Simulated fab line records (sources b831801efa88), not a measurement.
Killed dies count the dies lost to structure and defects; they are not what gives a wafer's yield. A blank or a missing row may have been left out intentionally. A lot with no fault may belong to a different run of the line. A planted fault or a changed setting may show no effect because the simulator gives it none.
Which tool did it?	flow gf180mcu	13 lots, 39 wafers sampled, at 5 steps of a route of 602

## WHAT THE GAUGES READ, wafer by wafer
GF_M3_THK_MEAS_06: measures by xrf.
lot	measured	on	M3_ALCU_THK (nm)
L755	day 22 09:56	film-metro-02	447 450 447
L757	day 22 16:55	film-metro-04	451 456 455
L758	day 22 20:46	film-metro-02	449 449 457
L759	day 23 11:49	film-metro-02	447 446 447
L761	day 24 07:49	film-metro-04	448 449 448
L760	day 24 08:55	film-metro-04	438 447 445
L762	day 24 14:19	film-metro-03	445 448 446
L765	day 25 08:41	film-metro-03	455 451 450
L767	day 25 18:56	film-metro-04	448 443 442
L768	day 26 05:35	film-metro-02	449 448 444
L771	day 27 09:48	film-metro-02	453 451 454
L772	day 27 12:53	film-metro-02	454 458 458
L773	day 27 18:10	film-metro-04	443 449 443

GF_V3_THK_MEAS_03.
lot	measured	on	V3_CVD_02_THK (nm)
L755	day 23 10:31	film-metro-02	838 850 839
L757	day 23 16:48	film-metro-02	847 852 862
L758	day 23 20:40	film-metro-03	846 839 846
L759	day 24 12:00	film-metro-02	840 834 857
L761	day 25 06:58	film-metro-01	842 865 855
L760	day 25 07:55	film-metro-01	854 838 856
L762	day 25 13:04	film-metro-03	843 856 846
L765	day 26 07:31	film-metro-02	851 841 853
L767	day 26 17:53	film-metro-02	852 853 838
L768	day 27 04:08	film-metro-01	836 827 823
L771	day 28 07:43	film-metro-02	840 848 854
L772	day 28 09:59	film-metro-01	824 828 843
L773	day 28 15:19	film-metro-01	843 845 849

GF_V3_CD_MEAS_14: the cd target is 260 nm.
lot	measured	on	cd-nm (nm)
L755	day 24 10:09	cd-sem-02	260.3 258.9 259.5
L757	day 24 15:30	cd-sem-02	260.4 259.9 259.5
L758	day 24 19:55	cd-sem-02	260.7 260.0 261.1
L759	day 25 10:39	cd-sem-02	260.6 260.5 260.5
L761	day 26 05:30	cd-sem-02	259.5 259.6 259.6
L760	day 26 07:05	cd-sem-01	260.7 260.7 260.3
L762	day 26 11:22	cd-sem-01	259.2 261.2 261.5
L765	day 27 05:18	cd-sem-02	261.2 260.2 259.8
L767	day 27 16:01	cd-sem-01	259.0 257.9 258.6
L768	day 28 00:31	cd-sem-02	261.0 261.3 260.5
L771	day 29 04:35	cd-sem-02	262.4 261.9 262.0
L772	day 29 06:13	cd-sem-02	248.3 248.5 248.7
L773	day 29 11:06	cd-sem-01	247.2 247.0 246.8

## EACH LOT AND THE TOOL THAT RAN IT (in order: tool; ch and the chambers of the sampled wafers; start)
lot	GF_M3_SPUTTER_02	GF_V3_EXPOSE_11
L755	pvd-sputter-01, day 22 09:44	krf-scanner-02 ch 0, day 23 22:33
L757	pvd-sputter-02, day 22 16:43	krf-scanner-01 ch 0, day 24 05:09
L758	pvd-sputter-03, day 22 20:34	krf-scanner-01 ch 0, day 24 09:01
L759	pvd-sputter-03, day 23 11:36	krf-scanner-02 ch 0, day 24 23:20
L761	pvd-sputter-01, day 24 07:36	krf-scanner-02 ch 0, day 25 18:13
L760	pvd-sputter-02, day 24 08:42	krf-scanner-01 ch 0, day 25 19:05
L762	pvd-sputter-01, day 24 14:05	krf-scanner-01 ch 0, day 26 00:43
L765	pvd-sputter-03, day 25 08:29	krf-scanner-01 ch 0, day 26 18:12
L767	pvd-sputter-02, day 25 18:42	krf-scanner-01 ch 0, day 27 06:14
L768	pvd-sputter-03, day 26 05:23	krf-scanner-01 ch 0, day 27 14:31
L771	pvd-sputter-03, day 27 09:35	krf-scanner-01 ch 0, day 28 17:59
L772	pvd-sputter-02, day 27 12:40	krf-scanner-01 ch 0, day 28 20:22
L773	pvd-sputter-01, day 27 17:57	krf-scanner-01 ch 0, day 29 01:54
- GF_M3_SPUTTER_02: material AlCu, target thk 450 nm, time 23.9 s.
- GF_V3_EXPOSE_11: exposes mask Via3, target cd 260 nm.

## WHAT THE TOOLS THEMSELVES READ (means of the sampled wafers that have a number; where no wafer has one, the mark that the record gives instead)
GF_M3_SPUTTER_02.
lot	tool	throttle-valve-pct (%)
L755	pvd-sputter-01	30.0
L757	pvd-sputter-02	30.1
L758	pvd-sputter-03	30.1
L759	pvd-sputter-03	30.1
L761	pvd-sputter-01	29.4
L760	pvd-sputter-02	30.0
L762	pvd-sputter-01	29.4
L765	pvd-sputter-03	31.1
L767	pvd-sputter-02	30.2
L768	pvd-sputter-03	30.8
L771	pvd-sputter-03	30.7
L772	pvd-sputter-02	30.4
L773	pvd-sputter-01	29.8

GF_V3_EXPOSE_11.
lot	tool	exposure-dose-mJ-cm2
L755	krf-scanner-02	37.89
L757	krf-scanner-01	38.03
L758	krf-scanner-01	37.96
L759	krf-scanner-02	37.91
L761	krf-scanner-02	37.94
L760	krf-scanner-01	37.99
L762	krf-scanner-01	37.96
L765	krf-scanner-01	37.94
L767	krf-scanner-01	37.90
L768	krf-scanner-01	37.91
L771	krf-scanner-01	37.93
L772	krf-scanner-01	35.37
L773	krf-scanner-01	35.36

## THE ANSWER, worked out from the rows above alone
Rule: what is usual is taken from the lots themselves. Put in order of their means at a reading, lots are off if they are a third of the lots or fewer, leave a main group of 4 or more, and stand apart from it by a gap of 3 or more times the standard deviation of the main group's means; of several such gaps the widest counts. A main group whose means are all the same, to the digits that the tables above print for the reading, isn't used. Also off: a lot with no number at a reading for which 4 or more lots have one. Where the step has rows for the other lots, those lots are counted as sound. Order of review: gauges by route order, followed by the tools' own readings, for which a lot's mean as printed above is used. The first step at which some lot is off is used, and at that step the reading that is off furthest; a lot without a number counts as furthest.
Off: L772, L773 (GF_V3_CD_MEAS_14, cd-nm). For the main group the mean is 260.3 nm and the standard deviation 0.88.
If a tool, at a process step before that reading, ran all the lots that are off and no sound lot after the first of them, it fits. Not tried: the gauges at GF_V3_CD_MEAS_14; whatever is off there is also off at GF_V3_EXPOSE_11, on other tools, and gauge error can't account for it. One candidate fits, namely krf-scanner-01 at GF_V3_EXPOSE_11. A fault onset in the window from L771 (day 28 17:59, its last sound lot) to L772 (day 28 20:22, its first lot off) fits.
On the lots that are off, the tool's own readings at GF_V3_EXPOSE_11 differ by more than 5 times the standard deviation of the sound lots' means, which bears it out; exposure-dose-mJ-cm2 reads 35.36 there versus 37.94 on the sound lots.

## WHAT WAS PUT IN BY THE SIMULATOR
Process parameter drift: krf-scanner-01, from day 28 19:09 on, at GF_V3_EXPOSE_11. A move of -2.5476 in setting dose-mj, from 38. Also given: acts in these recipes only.
Lots struck among those shown: L772, L773. The rule above found the same.
